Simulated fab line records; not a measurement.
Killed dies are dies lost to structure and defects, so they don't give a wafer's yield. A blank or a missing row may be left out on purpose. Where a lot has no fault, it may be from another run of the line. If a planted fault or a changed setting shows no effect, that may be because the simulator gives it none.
Matching of chambers / flow gf180mcu / GF_V5_CMP_26 on cmp-01 has 4 sister chambers
The step polishes, stops on SiO2, t overpolish 15 s, target thk 0 nm. 4 wafers are shown with their chamber, then 7 later ones without.

## WAFERS, EACH WITH ITS CHAMBER
wafer=L396.3; chamber=1; motorCurrentA (A)=11.0
wafer=L400.3; chamber=0; motorCurrentA (A)=10.6
wafer=L406.3; chamber=3; motorCurrentA (A)=12.1
wafer=L406.4; chamber=2; motorCurrentA (A)=12.4

## WAFERS WITHOUT THEIR CHAMBER
wafer=L406.6; motorCurrentA (A)=11.1
wafer=L409.1; motorCurrentA (A)=10.7
wafer=L409.3; motorCurrentA (A)=12.3
wafer=L409.6; motorCurrentA (A)=10.4
wafer=L410.2; motorCurrentA (A)=12.2
wafer=L410.5; motorCurrentA (A)=10.6
wafer=L410.6; motorCurrentA (A)=12.0

## THE CHAMBER EACH PASSED THROUGH
wafer=L406.6; from the rows above=1; in truth=1
wafer=L409.1; from the rows above=can't be placed: 0 or 1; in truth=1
wafer=L409.3; from the rows above=can't be placed: 2 or 3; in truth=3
wafer=L409.6; from the rows above=0; in truth=0
wafer=L410.2; from the rows above=can't be placed: 3 or 2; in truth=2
wafer=L410.5; from the rows above=0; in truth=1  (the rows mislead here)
wafer=L410.6; from the rows above=3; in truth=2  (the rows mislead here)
Placed correctly: 2 of 7. These rows do not allow placing 3 (true chamber among the candidates in 3). Number placed wrongly: 2.
How it was worked out, from the rows above alone: a wafer's distance from a chamber is the root of the sum, over the readings, of the square of ((its reading less the chamber's mean) divided by the reading's scatter). If the next closest chamber is less than 2 further off than the closest, the wafer can't be placed; otherwise it belongs to the closest. A chamber's mean is the mean of its shown wafers. The scatter: with one shown wafer a chamber, the root of the mean of the squares of how far each hidden wafer lies from its nearest shown one.
